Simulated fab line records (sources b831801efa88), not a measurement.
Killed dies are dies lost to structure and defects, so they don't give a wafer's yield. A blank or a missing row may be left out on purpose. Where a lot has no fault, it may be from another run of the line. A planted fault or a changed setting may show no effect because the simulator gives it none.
A lot that was struck, set against a sound lot | flow sfq-line | 15 out of 325 route steps
Sound: wafers L897.1, L897.2, L897.3. Struck: wafers L905.2, L905.4, L905.5. The cause is given at the end.
Each step with rows lists, per side, the tool, then ch with its chambers, then its first start. Under that, the readings that differ: sound wafers | struck wafers | difference of the means | sigmas: that difference in standard deviations of wafers without a fault.
alike: a reading whose means differ by less than 2 such deviations, as well as words and numbers matching on both sides. not compared: withheld readings; readings where some wafer has no value; bounds like >300 that might hide an equal value; numbers whose values overlap and for which the record gives no deviation.
A row with sigmas, a row that says differs or no value, or rows on one side alone: a step with any of these is where the two part. Numbers that don't overlap but have no deviation are shown without sigmas and don't part them. A reading missing from all wafers of one side parts the sides only when that side holds two or more wafers.

SFQ_TRILAYER_R5_DEP_SPUTTER_132: material Ti, target thk 5 nm, time 5 s.
  sound on pvd-sputter-05 at day 61 03:49; struck on pvd-sputter-06 at day 62 06:49
  alike: chamber-pressure-pa, throttle-valve-pct
SFQ_TRILAYER_R5_DEP_SPUTTER_133: material MoNx, target thk 40 nm, time 66.7 s.
  sound on pvd-sputter-05 at day 61 03:49; struck on pvd-sputter-06 at day 62 06:49
  alike: chamber-pressure-pa, throttle-valve-pct
SFQ_TRILAYER_R5_DEP_SPUTTER_134: material Ti, target thk 5 nm, time 5 s.
  sound on pvd-sputter-05 at day 61 03:53; struck on pvd-sputter-06 at day 62 06:53
  alike: chamber-pressure-pa, throttle-valve-pct
SFQ_R5_RS_MEAS_933: a four-point-probe measurement.
  sound on film-metro-03 at day 61 03:54; struck on film-metro-03 at day 62 06:55
  reading             | sound          | struck         | difference | sigmas
  R5_MONX_RS (ohm/sq) | 7.03 6.86 6.93 | 7.20 7.05 7.23 | +0.22      | +3
SFQ_R5_THK_MEAS_934: measures by xrf.
  sound on film-metro-03 at day 61 04:01; struck on film-metro-03 at day 62 07:02
  alike: R5_MONX_THK
then, 6 steps without rows for these wafers: SFQ_TRILAYER_R5_LITHO_COAT_141 (resist thk 62 nm); SFQ_TRILAYER_R5_LITHO_COAT_136 (resist thk 600 nm); SFQ_TRILAYER_R5_LITHO_SOFTBAKE_140; SFQ_TRILAYER_R5_LITHO_EXPOSE_137 (exposes mask R5, target cd 500 nm); SFQ_TRILAYER_R5_LITHO_PEB_139 (peb time 60 s); SFQ_TRILAYER_R5_LITHO_DEVELOP_138 (time 60 s).
-- the record jumps here: 5 days lie between the struck wafers' starts before and after --
SFQ_R5_OVL_MEAS_935:
  sound on overlay-02 at day 61 06:20; struck on overlay-01 at day 67 03:43
  alike: R5_OVL
SFQ_TRILAYER_R5_BARC_OPEN_METAL_ETCH_177: etches BARC in O2, target depth 125 nm, time 41.7 s.
  sound on rie-metal-02 ch 0,1, day 61 06:22; struck on rie-metal-02 ch 1, day 67 03:45
  reading                                             | sound             | struck            | difference | sigmas
  drypump-motor-current-A (A)                         | 6.31 5.47 5.47    | 6.30 6.31 6.30    | +0.55      | +2
  oes-product-au (a.u.)                               | 0.686 0.680 0.689 | 0.576 0.573 0.576 | -0.110     | -23
  run-length-s (s)                                    | 70.1 69.6 70.1    | 93.3 93.6 93.7    | +23.6      | +50
  model.KrF_of_TRILAYER_R5_LITHO_COAT_136.thk-nm (nm) | 524.1 528 525.7   | 491.2 492.8 492.1 | -33.9      |
  not compared: rf-hours-counter-h
SFQ_TRILAYER_R5_ETCH_METAL_ETCH_139: etches the open film in Cl2, stops on SiO2, target depth 60 nm, time 40 s.
  sound on rie-metal-02 ch 0,1, day 61 06:25; struck on rie-metal-02 ch 1, day 67 03:49
  reading                                             | sound             | struck          | difference | sigmas
  drypump-motor-current-A (A)                         | 6.28 5.49 5.47    | 6.31 6.32 6.31  | +0.57      | +2
  model.KrF_of_TRILAYER_R5_LITHO_COAT_136.thk-nm (nm) | 499.6 503.8 501.3 | 467.2 468.7 468 | -33.6      |
  alike: oes-product-au, run-length-s
  not compared: rf-hours-counter-h
SFQ_TRILAYER_R5_STRIP_STRIP_140: strips in O2.
  sound on rie-metal-02 ch 0,1, day 61 06:29; struck on rie-metal-02 ch 1, day 67 03:52
  reading                     | sound          | struck         | difference | sigmas
  drypump-motor-current-A (A) | 6.30 5.47 5.46 | 6.30 6.32 6.31 | +0.57      | +2
  alike: oes-product-au
  not compared: rf-hours-counter-h

== WHERE THEY PART ==
First at SFQ_R5_RS_MEAS_933; last, within this record, at SFQ_TRILAYER_R5_STRIP_STRIP_140.

WHY: the cause the simulator had injected
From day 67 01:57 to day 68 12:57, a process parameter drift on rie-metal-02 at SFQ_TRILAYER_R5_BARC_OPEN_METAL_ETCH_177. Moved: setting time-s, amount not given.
